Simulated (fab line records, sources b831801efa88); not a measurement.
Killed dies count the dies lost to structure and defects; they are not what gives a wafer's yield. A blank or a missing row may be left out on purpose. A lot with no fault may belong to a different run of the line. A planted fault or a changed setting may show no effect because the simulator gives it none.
Which tool is to blame? / flow sky130 / 14 lots, 42 wafers sampled, at 5 steps of a route of 708

## WHAT EACH GAUGE READ, for each wafer
SKY_CAPM_THK_MEAS_04: measures by xrf. Usual: for CAPM_TIN_THK the level is 200.8 nm and the standard deviation is 3.
lot=L681; measured=day 36 19:47; on=film-metro-01; CAPM_TIN_THK (nm)=199.5 203.2 199.2; flag=
lot=L682; measured=day 36 23:05; on=film-metro-02; CAPM_TIN_THK (nm)=207.0 201.9 205.6; flag=
lot=L683; measured=day 37 01:51; on=film-metro-03; CAPM_TIN_THK (nm)=202.5 200.4 201.5; flag=
lot=L684; measured=day 38 01:04; on=film-metro-02; CAPM_TIN_THK (nm)=202.0 207.6 202.1; flag=
lot=L685; measured=day 38 07:12; on=film-metro-01; CAPM_TIN_THK (nm)=199.8 197.0 198.6; flag=
lot=L686; measured=day 38 10:32; on=film-metro-02; CAPM_TIN_THK (nm)=208.1 201.2 202.2; flag=
lot=L687; measured=day 38 21:16; on=film-metro-01; CAPM_TIN_THK (nm)=197.7 201.2 197.8; flag=
lot=L688; measured=day 39 06:40; on=film-metro-01; CAPM_TIN_THK (nm)=201.8 196.4 192.2; flag=
lot=L696; measured=day 41 09:22; on=film-metro-03; CAPM_TIN_THK (nm)=199.9 205.2 201.4; flag=
lot=L697; measured=day 41 15:18; on=film-metro-03; CAPM_TIN_THK (nm)=202.6 198.1 202.2; flag=
lot=L699; measured=day 42 05:10; on=film-metro-03; CAPM_TIN_THK (nm)=199.6 200.1 201.5; flag=
lot=L700; measured=day 42 10:01; on=film-metro-02; CAPM_TIN_THK (nm)=203.5 205.6 201.4; flag=
lot=L701; measured=day 42 17:42; on=film-metro-02; CAPM_TIN_THK (nm)=204.0 201.8 201.9; flag=
lot=L703; measured=day 43 03:22; on=film-metro-02; CAPM_TIN_THK (nm)=204.8 202.7 200.4; flag=

SKY_CAPM_OVL_MEAS_12. Usual: for CAPM_OVL the level is 0.4 nm and the standard deviation is 1.2.
lot=L681; measured=day 37 21:05; on=overlay-01; CAPM_OVL (nm)=0.5 -0.3 0.6; flag=
lot=L682; measured=day 38 00:56; on=overlay-02; CAPM_OVL (nm)=-0.5 1.3 -1.1; flag=
lot=L683; measured=day 38 03:58; on=overlay-02; CAPM_OVL (nm)=-2.3 -0.9 -0.4; flag=
lot=L684; measured=day 39 02:40; on=overlay-02; CAPM_OVL (nm)=0.6 -0.6 2.3; flag=
lot=L685; measured=day 39 08:19; on=overlay-02; CAPM_OVL (nm)=0.6 2.9 1.9; flag=
lot=L686; measured=day 39 11:49; on=overlay-01; CAPM_OVL (nm)=1.4 1.1 2.1; flag=
lot=L687; measured=day 39 22:16; on=overlay-01; CAPM_OVL (nm)=1.0 -0.4 0.5; flag=
lot=L688; measured=day 40 07:14; on=overlay-01; CAPM_OVL (nm)=-0.8 -0.7 -0.1; flag=
lot=L696; measured=day 42 09:29; on=overlay-01; CAPM_OVL (nm)=0.2 -1.1 0.9; flag=
lot=L697; measured=day 42 14:50; on=overlay-02; CAPM_OVL (nm)=-0.1 -1.2 0.0; flag=
lot=L699; measured=day 43 04:22; on=overlay-01; CAPM_OVL (nm)=2.1 2.8 2.0; flag=
lot=L700; measured=day 43 08:55; on=overlay-01; CAPM_OVL (nm)=0.5 -1.5 -0.2; flag=
lot=L701; measured=day 43 16:56; on=overlay-01; CAPM_OVL (nm)=-0.7 -0.8 -0.7; flag=
lot=L703; measured=day 44 02:04; on=overlay-01; CAPM_OVL (nm)=0.3 1.3 -0.4; flag=

SKY_METAL3_CD_MEAS_13: the cd target is 300 nm. Usual: cd-nm reads 300.2 nm (standard deviation 1.6).
lot=L681; measured=day 38 22:53; on=cd-sem-01; cd-nm (nm)=297.6 298.9 297.7; flag=
lot=L682; measured=day 39 02:43; on=cd-sem-01; cd-nm (nm)=302.5 303.0 301.6; flag=
lot=L683; measured=day 39 05:23; on=cd-sem-01; cd-nm (nm)=299.9 300.8 300.6; flag=
lot=L684; measured=day 40 03:20; on=cd-sem-01; cd-nm (nm)=301.6 299.4 301.0; flag=
lot=L685; measured=day 40 09:39; on=cd-sem-01; cd-nm (nm)=297.4 299.6 297.4; flag=
lot=L686; measured=day 40 14:10; on=cd-sem-01; cd-nm (nm)=301.6 302.7 301.9; flag=
lot=L687; measured=day 40 23:49; on=cd-sem-02; cd-nm (nm)=247.1 298.8 298.9; flag=OFF
lot=L688; measured=day 41 07:46; on=cd-sem-01; cd-nm (nm)=302.1 248.2 301.5; flag=OFF
lot=L696; measured=day 43 09:17; on=cd-sem-02; cd-nm (nm)=300.4 299.4 299.7; flag=
lot=L697; measured=day 43 13:32; on=cd-sem-02; cd-nm (nm)=299.1 298.0 298.9; flag=
lot=L699; measured=day 44 04:10; on=cd-sem-01; cd-nm (nm)=302.2 301.0 301.8; flag=
lot=L700; measured=day 44 09:07; on=cd-sem-02; cd-nm (nm)=302.7 303.3 302.6; flag=
lot=L701; measured=day 44 16:10; on=cd-sem-02; cd-nm (nm)=299.3 300.1 302.2; flag=
lot=L703; measured=day 45 00:28; on=cd-sem-02; cd-nm (nm)=303.7 301.6 303.2; flag=

## WHICH TOOL RAN EACH LOT (tool, then ch and the chambers of the sampled wafers, then the start)
lot=L681; SKY_METAL3_SPUTTER_03=pvd-sputter-03, day 36 19:23; SKY_METAL3_EXPOSE_10=krf-scanner-01 ch 0, day 38 10:34
lot=L682; SKY_METAL3_SPUTTER_03=pvd-sputter-01, day 36 22:41; SKY_METAL3_EXPOSE_10=krf-scanner-01 ch 0, day 38 14:16
lot=L683; SKY_METAL3_SPUTTER_03=pvd-sputter-03, day 37 01:29; SKY_METAL3_EXPOSE_10=krf-scanner-01 ch 0, day 38 16:58
lot=L684; SKY_METAL3_SPUTTER_03=pvd-sputter-01, day 38 00:41; SKY_METAL3_EXPOSE_10=krf-scanner-01 ch 0, day 39 15:23
lot=L685; SKY_METAL3_SPUTTER_03=pvd-sputter-01, day 38 06:49; SKY_METAL3_EXPOSE_10=krf-scanner-02 ch 0, day 39 20:56
lot=L686; SKY_METAL3_SPUTTER_03=pvd-sputter-03, day 38 10:10; SKY_METAL3_EXPOSE_10=krf-scanner-01 ch 0, day 40 00:58
lot=L687; SKY_METAL3_SPUTTER_03=pvd-sputter-03, day 38 20:53; SKY_METAL3_EXPOSE_10=krf-scanner-01 ch 0, day 40 11:56
lot=L688; SKY_METAL3_SPUTTER_03=pvd-sputter-03, day 39 06:16; SKY_METAL3_EXPOSE_10=krf-scanner-01 ch 0, day 40 20:07
lot=L696; SKY_METAL3_SPUTTER_03=pvd-sputter-03, day 41 08:59; SKY_METAL3_EXPOSE_10=krf-scanner-02 ch 0, day 42 22:24
lot=L697; SKY_METAL3_SPUTTER_03=pvd-sputter-01, day 41 14:53; SKY_METAL3_EXPOSE_10=krf-scanner-02 ch 0, day 43 02:32
lot=L699; SKY_METAL3_SPUTTER_03=pvd-sputter-01, day 42 04:47; SKY_METAL3_EXPOSE_10=krf-scanner-02 ch 0, day 43 17:08
lot=L700; SKY_METAL3_SPUTTER_03=pvd-sputter-01, day 42 09:38; SKY_METAL3_EXPOSE_10=krf-scanner-01 ch 0, day 43 21:40
lot=L701; SKY_METAL3_SPUTTER_03=pvd-sputter-03, day 42 17:17; SKY_METAL3_EXPOSE_10=krf-scanner-01 ch 0, day 44 05:00
lot=L703; SKY_METAL3_SPUTTER_03=pvd-sputter-03, day 43 02:59; SKY_METAL3_EXPOSE_10=krf-scanner-02 ch 0, day 44 14:01
- SKY_METAL3_SPUTTER_03: material Ti, target thk 5 nm, time 3.3 s.
- SKY_METAL3_EXPOSE_10: exposes mask MM3, target cd 300 nm.

## AS READ BY THE TOOLS THEMSELVES (means over the sampled wafers that have a number; for cases with no such wafer, the mark the record gives instead)
SKY_METAL3_SPUTTER_03. Usual: throttle-valve-pct reads 29.9 % (standard deviation 0.86).
lot=L681; tool=pvd-sputter-03; throttle-valve-pct (%)=29.5; flag=
lot=L682; tool=pvd-sputter-01; throttle-valve-pct (%)=29.9; flag=
lot=L683; tool=pvd-sputter-03; throttle-valve-pct (%)=30.1; flag=
lot=L684; tool=pvd-sputter-01; throttle-valve-pct (%)=29.3; flag=
lot=L685; tool=pvd-sputter-01; throttle-valve-pct (%)=29.5; flag=
lot=L686; tool=pvd-sputter-03; throttle-valve-pct (%)=30.4; flag=
lot=L687; tool=pvd-sputter-03; throttle-valve-pct (%)=30.3; flag=
lot=L688; tool=pvd-sputter-03; throttle-valve-pct (%)=30.5; flag=
lot=L696; tool=pvd-sputter-03; throttle-valve-pct (%)=29.5; flag=
lot=L697; tool=pvd-sputter-01; throttle-valve-pct (%)=30.5; flag=
lot=L699; tool=pvd-sputter-01; throttle-valve-pct (%)=30.4; flag=
lot=L700; tool=pvd-sputter-01; throttle-valve-pct (%)=30.0; flag=
lot=L701; tool=pvd-sputter-03; throttle-valve-pct (%)=30.2; flag=
lot=L703; tool=pvd-sputter-03; throttle-valve-pct (%)=30.0; flag=

## THE ANSWER, worked out from the rows above alone
Rule: a lot counts as off when the mean over its wafers that have a number is more than 3 standard deviations away from the usual mean. A lot without any number at a reading at which 4 lots or more have one is off too. Any other lot the step has rows for is counted as sound. After the gauges, taken in route order, come the tools' own readings; for these a lot's mean is taken, as printed above. The first step at which some lot is off is used, and at that step the reading that is off furthest; a lot without a number counts as furthest.
Off, at SKY_METAL3_CD_MEAS_13 on cd-nm: L687, L688.
If a tool, at a process step before that reading, ran all the lots that are off and no sound lot after the first of them, it fits. Gauges at SKY_METAL3_CD_MEAS_13: tried the same way as those tools. Of those tried, none fits.

## WHAT THE SIMULATOR HAD PUT IN
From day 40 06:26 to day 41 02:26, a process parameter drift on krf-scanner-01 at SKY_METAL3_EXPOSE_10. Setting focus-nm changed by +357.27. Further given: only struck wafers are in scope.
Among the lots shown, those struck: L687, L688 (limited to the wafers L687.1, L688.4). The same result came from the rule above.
